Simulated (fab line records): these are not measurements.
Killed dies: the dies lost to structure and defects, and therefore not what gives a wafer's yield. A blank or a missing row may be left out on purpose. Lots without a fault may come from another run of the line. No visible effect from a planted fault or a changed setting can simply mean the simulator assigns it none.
One fault seen from 2 desks    flow sky130    numbers are kept per desk, each desk with only its own; the story behind them comes last

== FOR THE TOOL OWNER'S DESK: litho track-01 ==
The tool's own readings at SKY_CAPM_DEVELOP_11 (develop time 60 s): means of the sampled wafers that have a number, for each lot that ran on this tool. Marked OUT: a lot whose mean sits more than 4 standard deviations from the usual mean, which makes it out of limits; the brackets give that distance.
Columns: A = developer temp C at SKY_CAPM_DEVELOP_11, usual 22.98 C; B = exhaust pa at SKY_CAPM_DEVELOP_11, usual 44.8 Pa
lot   first seen here  A      B
L759  day 37 11:32     23.09  44.4
L771  day 41 06:30     22.85  44.1
L774  day 42 00:44     22.96  45.4
L779  day 43 10:36     22.88  44.7
This desk's finding: nothing out of limits on any of the 4 lots.

== THE METROLOGY DESK ==
What the gauges read for every lot (on any tool): the sampled wafers with a number, averaged. Marked OUT: a lot whose mean sits more than 4 standard deviations from the usual mean, which makes it out of limits; the brackets give that distance.
Columns: A = CAPM_CVD_00_THK at SKY_CAPM_THK_MEAS_01, usual 15.50 nm; B = CAPM_TIN_RS at SKY_CAPM_RS_MEAS_03, usual 6.92 ohm/sq; C = CAPM_TIN_THK at SKY_CAPM_THK_MEAS_04, usual 202.6 nm; D = CAPM_OVL at SKY_CAPM_OVL_MEAS_12, usual 0.6 nm
lot   first seen here  A      B     C      D
L759  day 36 09:42     15.50  6.88  201.8  -0.8
L768  day 39 05:37     15.27  6.88  203.3  0.3
L771  day 40 06:33     15.57  6.86  203.5  2.2
L774  day 41 01:22     15.27  6.82  205.2  0.6
L773  day 41 01:41     15.45  6.88  203.5  1.6
L779  day 42 12:05     15.54  6.94  202.7  0.9
This desk's finding: nothing out of limits on any of the 6 lots.

== BROUGHT TOGETHER ==
Nothing out of limits was seen by the tool owner's desk.
The metrology desk saw nothing out of limits.

== WHAT THE SIMULATOR HAD INSERTED ==
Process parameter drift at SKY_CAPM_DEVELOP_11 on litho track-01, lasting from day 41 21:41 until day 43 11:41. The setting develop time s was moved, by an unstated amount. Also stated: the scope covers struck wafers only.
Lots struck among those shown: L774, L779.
